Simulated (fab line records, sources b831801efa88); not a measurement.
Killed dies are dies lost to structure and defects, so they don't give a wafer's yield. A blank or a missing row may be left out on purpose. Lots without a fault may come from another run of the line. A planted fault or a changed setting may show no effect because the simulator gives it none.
Which tool did it? | flow sky130 | 11 lots, 33 wafers sampled, at 6 steps of a route of 708

WHAT THE GAUGES READ, wafer by wafer
SKY_SD_N_RS_MEAS_16: measures by four-point-probe. Usual: SD_N_RS 68.62 ohm/sq, standard deviation 0.11.
lot  | measured     | on            | SD_N_RS (ohm/sq)  | flag
L882 | day 27 11:24 | film_metro-02 | 68.58 68.67 68.64 |
L885 | day 28 21:07 | film_metro-03 | 68.58 68.57 68.51 |
L886 | day 29 03:24 | film_metro-04 | 68.64 68.73 68.62 |
L888 | day 29 23:13 | film_metro-02 | 68.71 68.59 68.70 |
L889 | day 30 05:38 | film_metro-04 | 63.61 63.83 63.98 | OFF
L891 | day 31 04:26 | film_metro-03 | 68.50 68.40 68.46 |
L893 | day 32 02:23 | film_metro-04 | 63.93 63.87 63.82 | OFF
L895 | day 32 00:14 | film_metro-02 | 68.64 68.62 68.44 |
L898 | day 33 21:32 | film_metro-02 | 63.80 63.81 63.84 | OFF
L902 | day 35 03:27 | film_metro-03 | 68.42 68.51 68.45 |
L904 | day 35 08:52 | film_metro-03 | 68.63 68.54 68.45 |

SKY_LI_CONTACT_OVL_MEAS_13. Usual: LI_CONTACT_OVL 1 nm, standard deviation 5.3.
lot  | measured     | on         | LI_CONTACT_OVL (nm) | flag
L882 | day 28 19:47 | overlay-02 | 3 6 7               |
L885 | day 30 01:55 | overlay-01 | 7 3 14              |
L886 | day 30 07:01 | overlay-02 | 6 -2 4              |
L888 | day 31 03:31 | overlay-02 | 3 -3 -4             |
L889 | day 31 09:12 | overlay-02 | 10 1 11             |
L891 | day 32 08:19 | overlay-02 | -1 4 -5             |
L893 | day 32 18:40 | overlay-01 | 3 6 5               |
L895 | day 33 04:01 | overlay-02 | 1 1 -4              |
L898 | day 35 00:51 | overlay-01 | 4 -5 13             |
L902 | day 36 07:11 | overlay-01 | 2 -2 0              |
L904 | day 36 12:37 | overlay-01 | -9 -3 -8            |

WHICH TOOL RAN EACH LOT (tool, then ch and the chambers of the sampled wafers, then the start)
lot  | SKY_POLY_CUT_ETCH_11               | SKY_POLY_CUT_STRIP_12                | SKY_SD_N_IMPLANT_09             | SKY_SD_N_STRIP_11
L882 | rie_diel-03 ch 0,1,3, day 23 19:29 | plasma_asher-02 ch 0,1, day 23 19:31 | implanter-03 ch 0, day 27 10:43 | plasma_asher-04 ch 0,1, day 27 11:01
L885 | rie_diel-04 ch 0,1,3, day 25 06:28 | plasma_asher-02 ch 0,1, day 25 06:30 | implanter-02 ch 0, day 28 20:26 | plasma_asher-04 ch 0,1, day 28 20:44
L886 | rie_diel-04 ch 0,1,3, day 25 13:55 | plasma_asher-02 ch 0, day 25 13:57   | implanter-03 ch 0, day 29 02:41 | plasma_asher-04 ch 0,1, day 29 03:01
L888 | rie_diel-02 ch 1,2,3, day 26 09:25 | plasma_asher-02 ch 0,1, day 26 09:27 | implanter-01 ch 0, day 29 22:31 | plasma_asher-01 ch 0,1, day 29 22:49
L889 | rie_diel-02 ch 0,1,2, day 26 16:05 | plasma_asher-01 ch 0,1, day 26 16:10 | implanter-03 ch 0, day 30 04:35 | plasma_asher-02 ch 0,1, day 30 05:11
L891 | rie_diel-03 ch 0,1, day 27 17:32   | plasma_asher-03 ch 0,1, day 27 17:37 | implanter-02 ch 0, day 31 03:43 | plasma_asher-04 ch 0,1, day 31 04:00
L893 | rie_diel-04 ch 0,2,3, day 28 02:46 | plasma_asher-01 ch 0,1, day 28 02:48 | implanter-03 ch 0, day 31 13:11 | plasma_asher-01 ch 0,1, day 32 01:30
L895 | rie_diel-03 ch 0,2,3, day 28 15:14 | plasma_asher-01 ch 0,1, day 28 15:16 | implanter-01 ch 0, day 31 23:32 | plasma_asher-02 ch 0,1, day 31 23:50
L898 | rie_diel-04 ch 2,3, day 30 10:19   | plasma_asher-02 ch 0,1, day 30 10:22 | implanter-01 ch 0, day 33 20:29 | plasma_asher-04 ch 0,1, day 33 21:07
L902 | rie_diel-04 ch 1,3, day 31 17:56   | plasma_asher-03 ch 0,1, day 31 17:58 | implanter-02 ch 0, day 35 02:43 | plasma_asher-04 ch 0,1, day 35 02:59
L904 | rie_diel-02 ch 0,2,3, day 31 23:17 | plasma_asher-03 ch 0,1, day 31 23:19 | implanter-01 ch 0, day 35 08:11 | plasma_asher-02 ch 0,1, day 35 08:29
- SKY_POLY_CUT_ETCH_11: etches Si3N4 in CF4/CH2F2/Ar, stops on poly-Si, time 42.5 s, target depth 60 nm.
- SKY_POLY_CUT_STRIP_12: strips in O2/N2.
- SKY_SD_N_IMPLANT_09
- SKY_SD_N_STRIP_11: strips in O2/N2.

WHAT THE TOOLS THEMSELVES READ (means of the sampled wafers that have a number; where no wafer has one, the mark that the record gives instead)
SKY_POLY_CUT_ETCH_11. Usual: drypump_motor_current_A 5.8 A, standard deviation 0.31; oes_product_au 0.828 a.u., standard deviation 0.006; throttle_valve_pct 14.994 %, standard deviation 0.0087.
lot  | tool        | drypump_motor_current_A (A) | oes_product_au (a.u.) | throttle_valve_pct (%) | flag
L882 | rie_diel-03 | 5.8                         | 0.824                 | 14.999                 |
L885 | rie_diel-04 | 5.8                         | 0.826                 | 14.990                 |
L886 | rie_diel-04 | 5.8                         | 0.824                 | 14.991                 |
L888 | rie_diel-02 | 6.0                         | 0.828                 | 15.005                 |
L889 | rie_diel-02 | 5.7                         | 0.834                 | 14.989                 |
L891 | rie_diel-03 | 5.8                         | 0.827                 | 14.999                 |
L893 | rie_diel-04 | 5.8                         | 0.833                 | 14.998                 |
L895 | rie_diel-03 | 5.6                         | 0.829                 | 14.997                 |
L898 | rie_diel-04 | 5.7                         | 0.832                 | 14.993                 |
L902 | rie_diel-04 | 5.7                         | 0.830                 | 14.991                 |
L904 | rie_diel-02 | 5.9                         | 0.830                 | 14.992                 |

SKY_POLY_CUT_STRIP_12. Usual: drypump_motor_current_A 5.8 A, standard deviation 0.37; oes_product_au 0.452 a.u., standard deviation 0.0044; strip_time_to_endpoint_s 5.361 s, standard deviation 0.018.
lot  | tool            | drypump_motor_current_A (A) | oes_product_au (a.u.) | strip_time_to_endpoint_s (s) | flag
L882 | plasma_asher-02 | 6.0                         | 0.453                 | 5.352                        |
L885 | plasma_asher-02 | 6.0                         | 0.447                 | 5.353                        |
L886 | plasma_asher-02 | 6.0                         | 0.456                 | 5.360                        |
L888 | plasma_asher-02 | 6.0                         | 0.459                 | 5.370                        |
L889 | plasma_asher-01 | 5.4                         | 0.451                 | 5.401                        |
L891 | plasma_asher-03 | 5.8                         | 0.451                 | 5.382                        |
L893 | plasma_asher-01 | 5.4                         | 0.452                 | 5.379                        |
L895 | plasma_asher-01 | 5.4                         | 0.454                 | 5.354                        |
L898 | plasma_asher-02 | 6.0                         | 0.452                 | 5.361                        |
L902 | plasma_asher-03 | 5.8                         | 0.453                 | 5.366                        |
L904 | plasma_asher-03 | 5.8                         | 0.448                 | 5.381                        |

SKY_SD_N_STRIP_11. Usual: drypump_motor_current_A 5.6 A, standard deviation 0.37; oes_product_au 0.528 a.u., standard deviation 0.004; strip_time_to_endpoint_s 22.55 s, standard deviation 0.04.
lot  | tool            | drypump_motor_current_A (A) | oes_product_au (a.u.) | strip_time_to_endpoint_s (s) | flag
L882 | plasma_asher-04 | 5.5                         | 0.529                 | 22.57                        |
L885 | plasma_asher-04 | 5.4                         | 0.526                 | 22.62                        |
L886 | plasma_asher-04 | 5.5                         | 0.527                 | 22.54                        |
L888 | plasma_asher-01 | 5.3                         | 0.526                 | 22.59                        |
L889 | plasma_asher-02 | 6.0                         | 0.513                 | 23.77                        | OFF
L891 | plasma_asher-04 | 5.4                         | 0.527                 | 22.57                        |
L893 | plasma_asher-01 | 5.1                         | 0.514                 | 23.77                        | OFF
L895 | plasma_asher-02 | 6.0                         | 0.530                 | 22.55                        |
L898 | plasma_asher-04 | 5.3                         | 0.510                 | 23.84                        | OFF
L902 | plasma_asher-04 | 5.5                         | 0.530                 | 22.55                        |
L904 | plasma_asher-02 | 6.0                         | 0.527                 | 22.53                        |

THE ANSWER, worked out from the rows above alone
Rule: a lot is off if the mean of its wafers that have a number lies more than 3 standard deviations from the usual mean. A lot without any number at a reading at which 4 lots or more have one is off too. The other lots that the step has rows for count as sound. The gauges are gone through in route order, then the tools' own readings, and for those a lot's mean is taken as printed above. The first step at which some lot is off is used, and at that step the reading that is off furthest; a lot without a number counts as furthest.
Off: L889, L893, L898, at SKY_SD_N_RS_MEAS_16 (SD_N_RS).
A tool fits if, at a process step before that reading, it ran every lot that is off, and no sound lot after the first of them. The gauges at SKY_SD_N_RS_MEAS_16 aren't tried: what is off there is off at SKY_SD_N_STRIP_11 too, on other tools, and a gauge's error can't cause that. None of those tried fits.

WHAT THE SIMULATOR HAD PUT IN
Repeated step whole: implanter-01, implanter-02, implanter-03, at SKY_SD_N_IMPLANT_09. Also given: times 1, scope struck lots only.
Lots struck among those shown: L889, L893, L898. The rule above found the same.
